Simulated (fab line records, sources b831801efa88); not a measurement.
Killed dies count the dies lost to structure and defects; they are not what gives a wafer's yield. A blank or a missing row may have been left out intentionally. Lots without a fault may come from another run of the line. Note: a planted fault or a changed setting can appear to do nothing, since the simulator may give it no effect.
Code-filled problem report in 8D (eight disciplines) form ; flow sky130 ; the parts of the form that need people (team, actions taken, sign-off) are left out

1. WHAT WENT WRONG
SD_P_TW at SKY_SD_P_TW_MEAS_11 reads a mean of 2401 on 6 wafers of 2 lots; wafers without a fault read 2799 with a standard deviation of 19. Measured from the usual mean, that is -21 standard deviations.
First seen on wafer L300.1, day 30 18:17, on film-metro-02. The record holds 39 wafers of 13 lots with a number at this step. The rule behind "out" and "out of limits": a value lying over 4 standard deviations away from the usual mean. Any other wafer with a number is counted as sound.

2. WHAT IT IS AND WHAT IT IS NOT
question;is;is not
which readings at this step;SD_P_TW;-
which lots;L300, L302;L285, L287, L288, L290, L291, L292, L293, L296, L297, L298, L301
which wafers of those lots;all that have a number;-
read on which gauges;film-metro-01, film-metro-02;film-metro-03
when;from day 30 18:17;"up to then (30 sound wafers); but 3 sound wafers of L301 came after"

3. THE SUSPECTS, EACH WITH WHAT RULES IT OUT
Counting: a tool at a process step up to the reading stays a suspect if it ran every lot that is out and no sound lot after the first of them.
- the gauge at SKY_SD_P_TW_MEAS_11 is ruled out. The wafers that are out were read on 2 gauges (film-metro-01, film-metro-02).
- implanter-02 at SKY_SD_P_IMPLANT_09: kept. It ran every lot that is out, first L300 (day 30 18:02), and no sound lot after that; its last sound lot up to then is L297 (day 29 23:31). On those wafers its own readings are out: beam-on-s, dose-ions-cm2, faraday-current-uA.
The count leaves implanter-02 at SKY_SD_P_IMPLANT_09.

4. THE CAUSE (what the simulator had put in)
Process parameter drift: implanter-02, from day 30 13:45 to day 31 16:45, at SKY_SD_P_IMPLANT_09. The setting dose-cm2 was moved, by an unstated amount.
Counting left only this tool.

5. SEQUENCE OF EFFECTS, ordered by route
Rows list readings where the struck wafers' mean (over those with a number) sits beyond 3 standard deviations from the usual. Scope: only readings with a usual standard deviation given in the record; hours: median across lots of the time from each lot's start at the first step in this table that gives one to its start at this step; sigmas: change in usual standard deviations.
hours;step;reading;usual;on struck wafers;change;sigmas
0;SKY_SD_P_IMPLANT_09;beam-on-s;13.8 s;10.0;-3.8;-5.3
0;SKY_SD_P_IMPLANT_09;dose-ions-cm2;3.001e+15;1.500e+15;-1.501e+15;-99 or more
0;SKY_SD_P_IMPLANT_09;faraday-current-uA;11909;8246;-3663;-6.3
0;SKY_SD_P_STRIP_10;oes-product-au;0.618 a.u.;0.648;+0.030;+7.1
0;SKY_SD_P_STRIP_10;strip-time-to-endpoint-s;17.48 s;16.20;-1.28;-34
0;SKY_SD_P_TW_MEAS_11;SD_P_TW;2799;2401;-398;-21
56;SKY_SD_N_RS_MEAS_17;SD_P_RS;147.1 ohm/sq;160.0;+12.9;+32
Its process steps:
- SKY_SD_P_IMPLANT_09
- SKY_SD_P_STRIP_10: strips in O2/N2.

6. HOW IT WOULD HAVE BEEN CAUGHT EARLIER
In this record the first reading out of limits at a measuring or inspecting step was taken at day 30 18:17, 5 hours after the fault began at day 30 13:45.
At SKY_SD_P_IMPLANT_09, the tool's own readings (beam-on-s, dose-ions-cm2, faraday-current-uA) were out on each struck wafer the step has a row for, so an alarm limit on them would have fired on the first such wafer.
L302, from the lots that are out (2), started SKY_SD_P_IMPLANT_09 on implanter-02 later than day 30 18:17. Putting the tool on hold at that point would have spared it.
